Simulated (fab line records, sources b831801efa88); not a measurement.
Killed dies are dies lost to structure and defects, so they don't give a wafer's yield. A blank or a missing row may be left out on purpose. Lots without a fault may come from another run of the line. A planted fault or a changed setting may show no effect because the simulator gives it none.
Which tool did it? | flow sky130 | 13 lots, 39 wafers sampled, at 5 steps of a route of 708

WHAT THE GAUGES READ, wafer by wafer
The record holds no reading of a measuring or inspecting step that can be judged against a usual standard deviation.

WHICH TOOL RAN EACH LOT (tool, then ch and the chambers of the sampled wafers, then the start)
lot  | SKY_VIA1_SPUTTER_20          | SKY_VIA1_CVD_21               | SKY_METAL2_SPUTTER_00        | SKY_METAL2_SOFTBAKE_11            | SKY_PAD_OPEN_PROBE_99
L876 | pvd_sputter-04, day 34 04:22 | cvd_w-02 ch 0,1, day 34 04:25 | pvd_sputter-04, day 34 04:59 | litho_track-02 ch 0, day 34 18:00 | prober-01, day 45 21:14
L877 | pvd_sputter-02, day 34 11:02 | cvd_w-01 ch 0,1, day 34 11:08 | pvd_sputter-03, day 34 11:40 | litho_track-02 ch 0, day 35 00:00 | -
L879 | pvd_sputter-02, day 34 22:50 | cvd_w-01 ch 0,1, day 34 22:53 | pvd_sputter-03, day 34 23:28 | litho_track-01 ch 0, day 35 12:00 | prober-02, day 46 13:20
L881 | pvd_sputter-01, day 35 16:16 | cvd_w-01 ch 0,1, day 35 16:19 | pvd_sputter-03, day 35 16:54 | litho_track-02 ch 0, day 36 05:00 | prober-02, day 47 02:57
L882 | pvd_sputter-02, day 35 23:55 | cvd_w-01 ch 0,1, day 35 23:58 | pvd_sputter-03, day 36 00:32 | litho_track-02 ch 0, day 36 13:00 | prober-01, day 47 08:24
L883 | pvd_sputter-02, day 36 11:17 | cvd_w-01 ch 0,1, day 36 11:20 | pvd_sputter-04, day 36 11:55 | litho_track-02 ch 0, day 37 01:00 | -
L884 | pvd_sputter-01, day 36 19:47 | cvd_w-02 ch 0,1, day 36 19:50 | pvd_sputter-03, day 36 20:25 | litho_track-02 ch 0, day 37 08:00 | -
L885 | pvd_sputter-01, day 37 07:58 | cvd_w-01 ch 0,1, day 37 08:02 | pvd_sputter-01, day 37 08:36 | litho_track-02 ch 0, day 37 22:00 | prober-02, day 48 09:51
L888 | pvd_sputter-02, day 37 19:27 | cvd_w-01 ch 1, day 37 19:31   | pvd_sputter-04, day 37 20:05 | litho_track-04 ch 0, day 38 09:00 | prober-01, day 48 18:46
L892 | pvd_sputter-04, day 39 06:26 | cvd_w-02 ch 0,1, day 39 06:32 | pvd_sputter-04, day 39 07:04 | litho_track-02 ch 0, day 39 19:00 | prober-01, day 49 19:11
L894 | pvd_sputter-04, day 39 18:23 | cvd_w-02 ch 0,1, day 39 18:29 | pvd_sputter-03, day 39 19:01 | litho_track-02 ch 0, day 40 07:00 | prober-01, day 50 03:27
L895 | pvd_sputter-04, day 39 22:59 | cvd_w-02 ch 0,1, day 39 23:03 | pvd_sputter-04, day 39 23:37 | litho_track-01 ch 0, day 40 12:00 | prober-02, day 50 04:31
L899 | pvd_sputter-02, day 40 19:34 | cvd_w-01 ch 0,1, day 40 19:40 | pvd_sputter-03, day 40 20:12 | litho_track-01 ch 0, day 41 08:00 | -
- SKY_VIA1_SPUTTER_20: material TiN, target thk 20 nm, time 80 s.
- SKY_VIA1_CVD_21: deposits W, target thk 270 nm, time 80.902 s.
- SKY_METAL2_SPUTTER_00: material Ti, target thk 15 nm, time 10 s.
- SKY_METAL2_SOFTBAKE_11: time 90 s.
- SKY_PAD_OPEN_PROBE_99

WHAT THE TOOLS THEMSELVES READ (means of the sampled wafers that have a number; where no wafer has one, the mark that the record gives instead)
SKY_VIA1_SPUTTER_20.
lot  | tool           | throttle_valve_pct (%)
L876 | pvd_sputter-04 | 29.7
L877 | pvd_sputter-02 | 31.4
L879 | pvd_sputter-02 | 31.2
L881 | pvd_sputter-01 | 29.7
L882 | pvd_sputter-02 | 31.0
L883 | pvd_sputter-02 | 31.2
L884 | pvd_sputter-01 | 29.9
L885 | pvd_sputter-01 | 31.4
L888 | pvd_sputter-02 | 31.1
L892 | pvd_sputter-04 | 30.3
L894 | pvd_sputter-04 | 30.5
L895 | pvd_sputter-04 | 30.7
L899 | pvd_sputter-02 | 30.4

SKY_VIA1_CVD_21.
lot  | tool     | heater_power_w (W)
L876 | cvd_w-02 | 868
L877 | cvd_w-01 | 967
L879 | cvd_w-01 | 980
L881 | cvd_w-01 | 954
L882 | cvd_w-01 | 981
L883 | cvd_w-01 | 970
L884 | cvd_w-02 | 862
L885 | cvd_w-01 | 991
L888 | cvd_w-01 | 1010
L892 | cvd_w-02 | 950
L894 | cvd_w-02 | 888
L895 | cvd_w-02 | 936
L899 | cvd_w-01 | 905

SKY_METAL2_SPUTTER_00.
lot  | tool           | throttle_valve_pct (%)
L876 | pvd_sputter-04 | 31.0
L877 | pvd_sputter-03 | 31.8
L879 | pvd_sputter-03 | 31.2
L881 | pvd_sputter-03 | 32.0
L882 | pvd_sputter-03 | 30.7
L883 | pvd_sputter-04 | 30.6
L884 | pvd_sputter-03 | 30.8
L885 | pvd_sputter-01 | 30.0
L888 | pvd_sputter-04 | 30.7
L892 | pvd_sputter-04 | 29.5
L894 | pvd_sputter-03 | 31.2
L895 | pvd_sputter-04 | 30.0
L899 | pvd_sputter-03 | 31.2

SKY_METAL2_SOFTBAKE_11.
lot  | tool           | heater_power_total_W (W) | run_length_s (s)
L876 | litho_track-02 | 56.77                    | 119.16
L877 | litho_track-02 | 56.91                    | 119.30
L879 | litho_track-01 | 56.75                    | 119.12
L881 | litho_track-02 | 56.82                    | 119.16
L882 | litho_track-02 | 56.75                    | 119.20
L883 | litho_track-02 | 56.90                    | 119.28
L884 | litho_track-02 | 56.79                    | 119.22
L885 | litho_track-02 | 56.88                    | 119.29
L888 | litho_track-04 | 56.71                    | 119.10
L892 | litho_track-02 | 58.16                    | 113.20
L894 | litho_track-02 | 58.21                    | 113.23
L895 | litho_track-01 | 56.79                    | 119.19
L899 | litho_track-01 | 56.84                    | 119.12

SKY_PAD_OPEN_PROBE_99.
lot  | tool      | defect_limited_yield (%) | killed_at_M0_to_M3 | killed_at_M4_up | killed_at_contacts | killed_at_front_end | killed_at_other | killed_dies | killed_open | killed_short | sort_bin_3_pad_short (%) | sort_bin_5_function (%) | sort_bin_6_memory (%) | sort_n_pass | sort_yield_pct (%)
L876 | prober-01 | 82.9                     | 46                 | 2.0             | 24                 | 12                  | 0.3             | 84          | 43          | 41           | 1.2                      | 10.0                    | 5.9                   | 408         | 82.9
L879 | prober-02 | 82.2                     | 41                 | 3.3             | 28                 | 16                  | 0.0             | 87          | 45          | 42           | 1.0                      | 10.3                    | 6.4                   | 405         | 82.2
L881 | prober-02 | 81.8                     | 45                 | 4.0             | 24                 | 16                  | 0.0             | 89          | 46          | 44           | 1.0                      | 9.9                     | 7.2                   | 403         | 81.8
L882 | prober-01 | 81.0                     | 51                 | 3.3             | 24                 | 15                  | 0.3             | 93          | 49          | 44           | 0.9                      | 10.7                    | 7.3                   | 399         | 81.0
L885 | prober-02 | 81.1                     | 54                 | 0.0             | 28                 | 11                  | 0.0             | 93          | 52          | 41           | 1.2                      | 11.8                    | 5.9                   | 399         | 81.1
L888 | prober-01 | 82.9                     | 50                 | 1.3             | 20                 | 13                  | 0.0             | 84          | 48          | 36           | 0.8                      | 9.9                     | 6.3                   | 408         | 82.9
L892 | prober-01 | 82.2                     | 45                 | 4.0             | 26                 | 13                  | 0.0             | 87          | 50          | 38           | 0.7                      | 11.2                    | 5.9                   | 405         | 82.2
L894 | prober-01 | 81.2                     | 44                 | 5.0             | 24                 | 18                  | 0.7             | 92          | 51          | 42           | 0.8                      | 10.0                    | 8.0                   | 400         | 81.2
L895 | prober-02 | 83.4                     | 43                 | 2.0             | 25                 | 11                  | 0.0             | 81          | 46          | 36           | 0.8                      | 9.2                     | 6.5                   | 411         | 83.4

THE ANSWER, worked out from the rows above alone
Rule: what is usual is taken from the lots themselves. Put in order of their means at a reading, lots are off if they are a third of the lots or fewer, leave a main group of 4 or more, and stand apart from it by a gap of 3 or more times the standard deviation of the main group's means; of several such gaps the widest counts. A main group whose means are all the same, to the digits that the tables above print for the reading, isn't used. A lot without any number at a reading at which 4 lots or more have one is off too. The other lots that the step has rows for count as sound. The gauges are gone through in route order, then the tools' own readings, and for those a lot's mean is taken as printed above. The first step at which some lot is off is used, and at that step the reading that is off furthest; a lot without a number counts as furthest.
Off: L892, L894, at SKY_METAL2_SOFTBAKE_11 (run_length_s). The main group: mean 119.19 s, standard deviation 0.068.
A tool fits if, at that step or a process step before it, it ran every lot that is off, and no sound lot after the first of them. One fits: litho_track-02 at SKY_METAL2_SOFTBAKE_11. Its last sound lot is L885 (day 37 22:00), its first lot that is off L892 (day 39 19:00): a fault that began between those two fits.
The tool's own readings at SKY_METAL2_SOFTBAKE_11 bear it out: on the lots that are off they differ by more than 5 times the standard deviation of the sound lots' means. heater_power_total_W reads 58.19 W there against 56.81 W on the sound lots; run_length_s reads 113.22 s there against 119.19 s on the sound lots.

WHAT THE SIMULATOR HAD PUT IN
Process parameter drift: litho_track-02, from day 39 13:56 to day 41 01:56, at SKY_METAL2_SOFTBAKE_11. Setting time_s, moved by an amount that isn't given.
Lots struck among those shown: L892, L894. The rule above found the same.
